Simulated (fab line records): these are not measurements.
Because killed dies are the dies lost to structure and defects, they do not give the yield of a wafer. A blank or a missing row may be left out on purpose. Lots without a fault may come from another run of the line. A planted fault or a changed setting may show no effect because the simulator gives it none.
fab line records    flow gf180mcu
record lots=6  wafers=18  last-day=34
route steps=602 shown HV_LDD@234 NSD@235 PSD@248
lots that met no fault: from a run of the same line without faults
start-h: start of the lot's first displayed wafer, in hours after the record's first day    wait-h: hours elapsed since this lot's preceding step    " as in the row above    L1.1+2: one row covering several wafers at once    - no value, or no start was given    * or withheld: withheld    < > ~ a bound
route shown NAME@n: NAME is a module with steps in the file, n the number in the route of the first one    usual: mean/standard deviation taken from wafers without a fault    same: alike in all rows    chamber/n: place in a boat    sites: per-site readings    _std_site: standard deviation across them    _edge_site: outer sites' mean less inner sites'    radius-mm: for every site, how far away it sits from the centre of the wafer    mask NAME#n: copy n    behind: the last tool/chamber to shape the wafer    hold: the reason the lot was held/the length of the hold in hours/how it ended    device: the transistor (n, p or np) that didn't switch    end of line: at the end of the route, the tests of the same wafers    for a step that has no rows: nothing shown but its recipe    killed: dies lost to structure and defects at the first sort, not the wafer's yield    map: a wafer's dies, marking killed ones x, the rest . and places with no die _
set.NAME: the run value of the setting; set.NAME@STEP: its run value at that earlier step    model.NAME: the simulator's own value behind a step, which no gauge read
lots at selected steps of the route; one table per step, one row per wafer
services: the hour from which a tool's chamber was out of use, counted from the record's first day as start-h (under 0 if before that day), plus the number of hours and why
## steps
# step GF_HV_LDD_ETCHBACK_58
# recipe chemistry=CH3F/O2  target=Si3N4  stop-on=SiO2  source-w=400  bias-w=80  pressure-mtorr=25  ch3f-flow-sccm=40  O2_flow_sccm=30  time-s=100  target-depth-a=900
# usual O2_flow_sccm=30.00/0.095  drypump-motor-current-A=5.6/0.59  oes-product-au=0.840/0.0063  throttle-valve-pct=10.560/0.0089
lot.wafer  tool         chamber  start-h  wait-h  O2_flow_sccm  drypump-motor-current-A  oes-product-au  rf-hours-counter-h  throttle-valve-pct
L953.2     rie-diel-01  0        317.43   0.0     30.14         4.9                      0.837           55                  10.562
L953.4     "            3        "        "       29.96         6.4                      0.831           13                  10.565
L953.5     "            3        "        "       29.88         6.4                      0.840           -                   10.579
L960.3     rie-diel-03  2        372.79   0.0     29.99         4.8                      0.832           60                  10.555
L960.5     "            2        "        "       30.13         4.8                      0.833           -                   10.560
L960.6     "            3        "        "       29.94         5.1                      0.832           -                   10.557
L961.1     rie-diel-01  3        384.42   0.1     30.11         6.4                      0.833           15                  10.565
L961.2     "            1        "        "       30.02         5.0                      0.830           96                  10.557
L961.4     "            2        "        "       30.10         5.8                      0.826           21                  10.565
L968.3     rie-diel-04  1        439.82   0.0     30.18         6.1                      0.843           32                  10.552
L968.5     "            2        "        "       30.01         6.4                      0.841           -                   10.550
L968.6     "            1        "        "       30.18         6.1                      0.837           -                   10.557
L970.2     rie-diel-03  2        450.58   0.0     30.15         4.9                      0.851           61                  10.569
L970.3     "            0        "        "       30.18         5.2                      0.848           5                   10.573
L970.6     "            1        "        "       29.87         6.2                      0.853           -                   10.569
L971.1     rie-diel-03  1        470.39   0.1     30.10         6.2                      0.834           65                  10.557
L971.3     "            2        "        "       30.08         4.8                      0.839           62                  10.564
L971.4     "            0        "        "       29.84         5.2                      0.831           6                   10.563
# step GF_NSD_DEHYDRATE_00
# recipe temp-c=200  time-s=60
# step GF_NSD_HMDS_01
# recipe prime-time-s=60  prime-temp-c=120
# step GF_NSD_COAT_02
# recipe resist=NOVOLAK  spin-rpm=3000  resist-thk-nm=1000
# step GF_NSD_SOFTBAKE_03
# recipe temp-c=90  time-s=60  resist=NOVOLAK
# step GF_NSD_EXPOSE_04
# recipe mask-id=Nplus  target-cd-nm=400  na=0.6  source-shape=conventional  sigma-outer=0.6  dose-mj=140
# step GF_NSD_PEB_05
# recipe temp-c=withheld  time-s=*  resist=NOVOLAK
# step GF_NSD_DEVELOP_06
# recipe develop-time-s=60  dev-temp-c=23
# step GF_NSD_CD_MEAS_07
# recipe target-cd-nm=400
# usual cd-nm=399.8/2
lot.wafer  tool       chamber  start-h  wait-h  cd-nm
L953.2     cd-sem-02  -        337.68   0.1     397.2
L953.4     "          -        "        "       399.5
L953.5     "          -        "        "       398.8
L960.3     cd-sem-02  -        395.35   0.1     401.5
L960.5     "          -        "        "       401.8
L960.6     "          -        "        "       400.7
L961.1     cd-sem-01  -        407.51   0.1     397.9
L961.2     "          -        "        "       398.7
L961.4     "          -        "        "       398.3
L968.3     cd-sem-02  -        464.21   0.1     402.6
L968.5     "          -        "        "       403.3
L968.6     "          -        "        "       402.5
L970.2     cd-sem-01  -        474.53   0.1     396.8
L970.3     "          -        "        "       398.2
L970.6     "          -        "        "       399.3
L971.1     cd-sem-01  -        493.27   0.1     399.7
L971.3     "          -        "        "       400.0
L971.4     "          -        "        "       399.2
# step GF_NSD_OVL_MEAS_08
# usual NSD_OVL=-0.5/1.4
lot.wafer  tool        chamber  start-h  wait-h  NSD_OVL[nm]
L953.2     overlay-02  -        337.78   0.1     2.2
L953.4     "           -        "        "       0.2
L953.5     "           -        "        "       0.1
L960.3     overlay-01  -        395.45   0.1     -0.3
L960.5     "           -        "        "       0.5
L960.6     "           -        "        "       -0.5
L961.1     overlay-02  -        407.63   0.1     1.5
L961.2     "           -        "        "       1.0
L961.4     "           -        "        "       2.3
L968.3     overlay-02  -        464.30   0.1     -1.5
L968.5     "           -        "        "       -0.6
L968.6     "           -        "        "       0.7
L970.2     overlay-01  -        474.64   0.1     0.5
L970.3     "           -        "        "       -1.4
L970.6     "           -        "        "       -1.5
L971.1     overlay-01  -        493.39   0.1     -1.0
L971.3     "           -        "        "       -2.2
L971.4     "           -        "        "       -2.1
# step GF_NSD_IMPLANT_09
# recipe species=As  energy-kev=60  dose-cm2=4e+15  tilt-deg=7
# step GF_NSD_IMPLANT_10
# recipe species=P  energy-kev=40  dose-cm2=5e+14  tilt-deg=7
# step GF_NSD_STRIP_11
# recipe chemistry=O2/N2  power-w=1400  pressure-mtorr=1500  platen-temp-c=250  o2-flow-sccm=3000  n2-flow-sccm=300  overash-fraction=0.5
# usual chamber-pressure-mTorr=1499.8/1.2  drypump-motor-current-A=5.9/0.3  heater-power-w=307/24  oes-product-au=0.487/0.0049  strip-time-to-endpoint-s=22.96/0.036
lot.wafer  tool             chamber  start-h  wait-h  chamber-pressure-mTorr  drypump-motor-current-A  heater-power-w  oes-product-au  rf-hours-counter-h  strip-time-to-endpoint-s  model.NOVOLAK_of_NSD_COAT_02.thk-nm
L953.2     plasma-asher-03  0        338.11   0.1     1500.9                  5.7                      280             0.493           24                  22.91                     0
L953.4     "                0        "        "       1499.0                  5.8                      290             0.480           -                   22.94                     0
L953.5     "                1        "        "       1500.2                  5.9                      296             0.495           -                   22.97                     0
L960.3     plasma-asher-02  1        395.80   0.1     -                       -                        -               -               -                   -                         1004
L960.5     "                0        "        "       -                       -                        -               -               -                   -                         1002
L960.6     "                1        "        "       -                       -                        -               -               -                   -                         1003
L961.1     plasma-asher-02  1        407.97   0.1     -                       -                        -               -               -                   -                         993.6
L961.2     "                0        "        "       -                       -                        -               -               -                   -                         996
L961.4     "                0        "        "       -                       -                        -               -               -                   -                         996.2
L968.3     plasma-asher-04  1        464.66   0.1     1498.6                  5.5                      283             0.489           -                   22.95                     0
L968.5     "                1        "        "       1499.8                  5.5                      284             0.481           -                   22.97                     0
L968.6     "                0        "        "       1498.9                  6.0                      350             0.485           -                   23.00                     0
L970.2     plasma-asher-02  0        474.97   0.1     1498.7                  6.5                      322             0.485           69                  22.93                     0
L970.3     "                1        "        "       1501.0                  5.7                      314             0.485           -                   22.94                     0
L970.6     "                1        "        "       1499.2                  5.7                      311             0.482           -                   22.90                     0
L971.1     plasma-asher-04  1        493.72   0.1     1499.2                  5.5                      283             0.487           7                   23.02                     0
L971.3     "                0        "        "       1498.8                  6.1                      349             0.486           -                   23.02                     0
L971.4     "                1        "        "       1499.0                  5.5                      278             0.492           -                   23.01                     0
# step GF_NSD_TW_MEAS_12
# usual NSD_TW=4249/42
lot.wafer  tool           chamber  start-h  wait-h  NSD_TW
L953.2     film-metro-03  -        338.22   0.1     4201
L953.4     "              -        "        "       4223
L953.5     "              -        "        "       4222
L960.3     film-metro-04  -        395.89   0.1     4287
L960.5     "              -        "        "       4266
L960.6     "              -        "        "       4229
L961.1     film-metro-04  -        408.07   0.1     4279
L961.2     "              -        "        "       4285
L961.4     "              -        "        "       4254
L968.3     film-metro-03  -        464.75   0.1     4194
L968.5     "              -        "        "       4184
L968.6     "              -        "        "       4200
L970.2     film-metro-03  -        475.08   0.1     4172
L970.3     "              -        "        "       4200
L970.6     "              -        "        "       4174
L971.1     film-metro-03  -        493.82   0.1     4204
L971.3     "              -        "        "       4192
L971.4     "              -        "        "       4203
# step GF_PSD_DEHYDRATE_00
# recipe temp-c=200  time-s=60
# step GF_PSD_HMDS_01
# recipe prime-time-s=60  prime-temp-c=120
# step GF_PSD_COAT_02
# recipe resist=NOVOLAK  spin-rpm=3000  resist-thk-nm=1000
# step GF_PSD_SOFTBAKE_03
# recipe temp-c=90  time-s=60  resist=NOVOLAK
# step GF_PSD_EXPOSE_04
# recipe mask-id=Pplus  target-cd-nm=400  na=0.6  source-shape=conventional  sigma-outer=0.6  dose-mj=140
# step GF_PSD_PEB_05
# recipe temp-c=withheld  time-s=*  resist=NOVOLAK
# step GF_PSD_DEVELOP_06
# recipe develop-time-s=60  dev-temp-c=23
# step GF_PSD_CD_MEAS_07
# recipe target-cd-nm=400
# usual cd-nm=401.1/2.1
lot.wafer  tool       chamber  start-h  wait-h  cd-nm
L953.2     cd-sem-01  -        359.89   0.1     401.8
L953.4     "          -        "        "       401.8
L953.5     "          -        "        "       402.7
L960.3     cd-sem-02  -        419.06   0.1     400.7
L960.5     "          -        "        "       398.3
L960.6     "          -        "        "       400.6
L961.1     cd-sem-01  -        431.71   0.1     404.8
L961.2     "          -        "        "       406.3
L961.4     "          -        "        "       407.9
L968.3     cd-sem-01  -        488.59   0.1     402.3
L968.5     "          -        "        "       402.6
L968.6     "          -        "        "       403.7
L970.2     cd-sem-02  -        498.84   0.1     400.1
L970.3     "          -        "        "       402.5
L970.6     "          -        "        "       400.5
L971.1     cd-sem-02  -        516.97   0.1     402.0
L971.3     "          -        "        "       402.5
L971.4     "          -        "        "       398.8
# step GF_PSD_OVL_MEAS_08
# usual PSD_OVL=0.8/1.6
lot.wafer  tool        chamber  start-h  wait-h  PSD_OVL[nm]
L953.2     overlay-02  -        360.00   0.1     -1.0
L953.4     "           -        "        "       -1.4
L953.5     "           -        "        "       -0.5
L960.3     overlay-01  -        419.15   0.1     -0.1
L960.5     "           -        "        "       0.5
L960.6     "           -        "        "       -1.6
L961.1     overlay-01  -        431.83   0.1     1.6
L961.2     "           -        "        "       0.2
L961.4     "           -        "        "       -0.5
L968.3     overlay-02  -        488.68   0.1     -0.1
L968.5     "           -        "        "       1.4
L968.6     "           -        "        "       1.9
L970.2     overlay-02  -        498.94   0.1     3.8
L970.3     "           -        "        "       3.6
L970.6     "           -        "        "       5.0
L971.1     overlay-01  -        517.09   0.1     -0.8
L971.3     "           -        "        "       1.0
L971.4     "           -        "        "       0.2
# step GF_PSD_IMPLANT_09
# recipe species=BF2  energy-kev=40  dose-cm2=1.5e+15  tilt-deg=7
# step GF_PSD_STRIP_10
# recipe chemistry=O2/N2  power-w=1400  pressure-mtorr=1500  platen-temp-c=250  o2-flow-sccm=3000  n2-flow-sccm=300  overash-fraction=0.5
# usual chamber-pressure-mTorr=1500.0/1.3  drypump-motor-current-A=5.85/0.23  heater-power-w=309/20  oes-product-au=0.592/0.0046  strip-time-to-endpoint-s=16.55/0.039
lot.wafer  tool             chamber  start-h  wait-h  chamber-pressure-mTorr  drypump-motor-current-A  heater-power-w  oes-product-au  rf-hours-counter-h  strip-time-to-endpoint-s
L953.2     plasma-asher-04  0        360.18   0.1     1500.3                  6.09                     343             0.588           73                  16.61
L953.4     "                0        "        "       1500.3                  6.07                     339             0.600           -                   16.61
L953.5     "                1        "        "       1499.4                  5.50                     288             0.590           -                   16.57
L960.3     plasma-asher-03  0        419.36   0.1     1500.7                  5.78                     284             0.656           -                   31.50
L960.5     "                0        "        "       1498.4                  5.76                     282             0.659           -                   31.49
L960.6     "                1        "        "       1498.9                  5.86                     288             0.650           -                   31.50
L961.1     plasma-asher-01  1        432.02   0.1     1499.3                  6.14                     313             0.651           73                  31.45
L961.2     "                0        "        "       1500.5                  5.70                     309             0.649           73                  31.47
L961.4     "                0        "        "       1499.0                  5.71                     312             0.651           -                   31.44
L968.3     plasma-asher-01  0        488.89   0.1     1502.5                  5.70                     313             0.591           -                   16.51
L968.5     "                1        "        "       1499.7                  6.13                     306             0.590           -                   16.51
L968.6     "                0        "        "       1499.6                  5.70                     312             0.590           -                   16.55
L970.2     plasma-asher-04  0        499.12   0.1     1499.3                  6.09                     341             0.589           8                   16.63
L970.3     "                0        "        "       1499.9                  6.09                     341             0.596           -                   16.57
L970.6     "                1        "        "       1499.1                  5.49                     286             0.598           -                   16.56
L971.1     plasma-asher-01  0        517.27   0.1     1500.1                  5.69                     315             0.588           83                  16.45
L971.3     "                0        "        "       1501.6                  5.69                     309             0.589           -                   16.46
L971.4     "                1        "        "       1498.9                  6.12                     315             0.589           -                   16.51
# step GF_PSD_TW_MEAS_11
# usual PSD_TW=3188/29
lot.wafer  tool           chamber  start-h  wait-h  PSD_TW
L953.2     film-metro-01  -        360.29   0.1     3204
L953.4     "              -        "        "       3206
L953.5     "              -        "        "       3199
L960.3     film-metro-03  -        419.45   0.1     30
L960.5     "              -        "        "       30
L960.6     "              -        "        "       29
L961.1     film-metro-01  -        432.12   0.1     30
L961.2     "              -        "        "       30
L961.4     "              -        "        "       30
L968.3     film-metro-04  -        488.97   0.1     3204
L968.5     "              -        "        "       3187
L968.6     "              -        "        "       3178
L970.2     film-metro-04  -        499.23   0.1     3215
L970.3     "              -        "        "       3225
L970.6     "              -        "        "       3216
L971.1     film-metro-01  -        517.37   0.1     3199
L971.3     "              -        "        "       3190
L971.4     "              -        "        "       3198
# step GF_PSD_CLEAN_12
# recipe chemistry=SC1/SC2  mix=1:4:20  temp-c=70  time-s=150  dry=n2-spin
## services
tool             chamber  start-h  hours  kind
rie-diel-01      0        301.00   3.4    repair
plasma-asher-03  -        303.75   0.5    repair
plasma-asher-04  -        332.35   0.9    repair
rie-diel-04      1        332.38   9.3    repair
rie-diel-01      2        332.77   12.8   repair
rie-diel-03      0        334.57   7.8    repair
plasma-asher-03  -        343.68   4.5    repair
plasma-asher-01  -        348.17   2.1    repair
rie-diel-04      0        348.28   15.8   repair
rie-diel-03      0        349.34   3.6    repair
rie-diel-03      3        378.61   3.3    repair
plasma-asher-03  -        379.46   2.8    pm
rie-diel-01      1        404.20   14.6   repair
rie-diel-03      0        404.28   15.6   repair
rie-diel-03      -        408.02   14.6   pm
rie-diel-01      2        413.84   15.4   repair
plasma-asher-04  -        421.25   9.0    pm
rie-diel-03      3        434.36   1.9    repair
rie-diel-01      3        437.83   4.2    repair
plasma-asher-03  -        440.58   0.4    repair
plasma-asher-02  -        461.29   2.0    repair
plasma-asher-03  -        468.62   28.1   pm
rie-diel-01      1        505.06   7.3    repair
rie-diel-03      3        505.78   6.3    repair
## key
first-sign step=GF_NSD_STRIP_11  reading=tool-record  direction=missing
effect step=GF_PSD_STRIP_10  reading=strip-time-to-endpoint-s  direction=up  sigmas=99+  usual=*  struck=*
effect step=GF_PSD_TW_MEAS_11  reading=PSD_TW  direction=down  sigmas=99+  usual=3188  struck=30
model-effect step=GF_NSD_STRIP_11  value=NOVOLAK_of_NSD_COAT_02.thk-nm  without=0  struck=999
met-at GF_NSD_STRIP_11
struck-wafers L960.3,L960.5,L960.6,L961.1,L961.2,L961.4
sort-left-out L960.3,L960.5,L960.6,L961.1,L961.2,L961.4
tester-left-out L960,L961
fault kind=skipped-step-whole  tool=plasma-asher-02  chamber=-  onset-h=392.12  steps=GF_NSD_STRIP_11  scope=struck-lots-only
# tester-left-out: of these lots the tester's yield and bins aren't shown, on N5 and GAA mostly nor the transistor test; their killed dies are dies lost to structure and defects alone, not to doping, threshold or leakage, so they don't give the yield
# sort-left-out: the simulated sort isn't trusted on such a fault, so these wafers' sort isn't shown, and their yield isn't known
